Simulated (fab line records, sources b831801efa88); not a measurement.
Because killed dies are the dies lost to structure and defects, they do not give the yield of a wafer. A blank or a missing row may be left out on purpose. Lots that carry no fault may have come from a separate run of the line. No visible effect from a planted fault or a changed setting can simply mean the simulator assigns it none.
Matching of chambers -- flow gf180mcu -- GF_V5_CMP_04 on cmp-01 has 4 sister chambers
The step polishes SiO2. 8 wafers are shown with their chamber, then 12 later ones without.

## WAFERS PAIRED WITH THEIR CHAMBERS
wafer,chamber,motor_current_A (A),slurry_flow_ml_min
L081.6,0,11.8,149.5
L082.6,0,11.2,149.9
L086.6,3,11.4,149.8
L087.4,3,11.6,150.1
L088.6,1,10.2,150.1
L089.3,1,11.1,150.4
L089.4,2,12.9,150.7
L089.5,2,12.8,149.9

## WAFERS MISSING THEIR CHAMBER
wafer,motor_current_A (A),slurry_flow_ml_min
L090.1,11.0,149.9
L090.2,13.3,149.8
L090.3,12.0,149.1
L091.1,11.2,151.1
L091.5,11.4,149.9
L091.6,12.8,149.7
L094.1,13.1,150.2
L094.4,11.6,150.1
L094.6,11.5,149.7
L097.3,13.4,150.0
L097.4,12.0,150.0
L097.5,13.3,150.7

## CHAMBER TAKEN BY EACH
wafer,from the rows above,in truth
L090.1,can't be placed: 3 or 1 or 0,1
L090.2,2,2
L090.3,can't be placed: 0 or 3 or 2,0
L091.1,can't be placed: 1 or 3 or 0 or 2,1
L091.5,can't be placed: 3 or 0 or 1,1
L091.6,can't be placed: 2 or 0 or 3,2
L094.1,2,2
L094.4,can't be placed: 3 or 0 or 1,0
L094.6,can't be placed: 0 or 3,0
L097.3,2,2
L097.4,can't be placed: 3 or 0 or 2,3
L097.5,2,2
Correctly placed: 4 of 12. From these rows, 8 cannot be placed; in 8 the true chamber is one of the candidates. Wrongly placed: 0.
How it was worked out, from the rows above alone: a wafer's distance from a chamber is the root of the sum, over the readings, of the square of ((its reading less the chamber's mean) divided by the reading's scatter). The wafer belongs to the nearest chamber; if the next one is less than 2 further off, it can't be placed. A chamber's mean is the mean of its shown wafers. The scatter is the square root of a quotient: the sum, over the shown wafers, of each reading's squared deviation from its chamber's mean, divided by wafers minus chambers.
